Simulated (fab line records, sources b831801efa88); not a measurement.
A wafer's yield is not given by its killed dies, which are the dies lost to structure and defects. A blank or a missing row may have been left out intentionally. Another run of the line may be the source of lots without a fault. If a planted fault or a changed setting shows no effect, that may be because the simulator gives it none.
A lot that was struck, set against a sound lot / flow gf180mcu / 19 steps out of a route of 602
Sound: the wafers L152.1, L152.2, L152.4. Struck: wafers L165.3, L165.6. (L165.2 of the same lot was not struck and is left out.) The cause comes at the end.
Order at every step that has rows: each side's tool, ch and its chambers, its first start. Under that, the readings that differ: sound wafers / struck wafers / difference of the means / sigmas: that difference in standard deviations of wafers without a fault.
alike: readings with means less than 2 such deviations apart, plus words and numbers identical on both sides. not compared: withheld readings, readings lacking a value on some wafer, bounds such as >300 that could conceal the same value, and numbers that have no deviation in the record and whose values overlap.
Wherever a step has rows on one side only, a row that says differs or no value, or a row with sigmas, the two part there. Numbers that have no deviation but don't overlap get no sigmas and don't part them. A reading missing from all wafers of one side parts the sides only when that side holds two or more wafers.

first, 1 step without rows for these wafers: GF_MVPSD_DEVELOP_06 (develop time 60 s).
GF_MVPSD_OVL_MEAS_07:
  sound on overlay-01 at day 5 05:22; struck on overlay-02 at day 8 11:17
  alike: MVPSD_OVL
then, 2 steps without rows for these wafers: GF_MVPSD_IMPLANT_08; GF_MVPSD_IMPLANT_09.
GF_MVPSD_STRIP_10: strips in O2/N2.
  sound on plasmaAsher-04 ch 0,1, day 5 05:42; struck on plasmaAsher-04 ch 0,1, day 8 11:37
  alike: chamberPressureMTorr, drypumpMotorCurrentA, heaterPowerW, oesProductAu, stripTimeToEndpointS
  not compared: rfHoursCounterH
GF_MVPSD_TW_MEAS_11:
  sound on filmMetro-03 at day 5 05:48; struck on filmMetro-01 at day 8 11:44
  alike: MVPSD_TW
then, 6 steps without rows for these wafers: GF_VT_IMPLANT_DEHYDRATE_00 (time 60 s); GF_VT_IMPLANT_HMDS_01 (prime time 60 s); GF_VT_IMPLANT_COAT_02 (resist thk 1000 nm); GF_VT_IMPLANT_SOFTBAKE_03 (time 60 s); GF_VT_IMPLANT_EXPOSE_04 (exposes mask LVPWELL LV AREA, target cd 600 nm); GF_VT_IMPLANT_PEB_05.
GF_VT_IMPLANT_DEVELOP_06: develop time 60 s.
  sound on lithoTrack-01 ch 0, day 5 20:19; struck on lithoTrack-01 ch 0, day 9 04:23
  alike: chillPlateTempC
GF_VT_IMPLANT_OVL_MEAS_07:
  sound on overlay-02 at day 5 20:28; struck on overlay-01 at day 9 04:31
  alike: VT_IMPLANT_OVL
after that, 1 step had no rows for these wafers: GF_VT_IMPLANT_IMPLANT_08.
GF_VT_IMPLANT_STRIP_09: strips in O2/N2.
  sound on plasmaAsher-01 ch 0,1, day 5 20:39; struck on plasmaAsher-01 ch 0,1, day 9 04:42
  alike: chamberPressureMTorr, drypumpMotorCurrentA, heaterPowerW, oesProductAu, stripTimeToEndpointS
  not compared: rfHoursCounterH
GF_VT_IMPLANT_TW_MEAS_10:
  sound on filmMetro-03 at day 5 20:45; struck on filmMetro-01 at day 9 04:49
reading=VT_IMPLANT_TW; sound=561 559 561; struck=30 30; difference=-530; sigmas=-99 or more
then, 1 step without rows for these wafers: GF_VT_IMPLANT_DEHYDRATE_11 (time 60 s).
-- here the record skips 24 days between the struck wafers' starts before and after, leaving off in module VT_IMPLANT and picking up in module PASSIVATION (first step shown: number 602 of the route) --
GF_PASSIVATION_PROBE_99:
  rows exist in the record for the struck wafers here (prober-01, day 33 01:05), but not for the sound ones

== WHERE THEY PART ==
At GF_VT_IMPLANT_TW_MEAS_10 first; at GF_PASSIVATION_PROBE_99 last (within this record only).

WHY: what had been put in by the simulator
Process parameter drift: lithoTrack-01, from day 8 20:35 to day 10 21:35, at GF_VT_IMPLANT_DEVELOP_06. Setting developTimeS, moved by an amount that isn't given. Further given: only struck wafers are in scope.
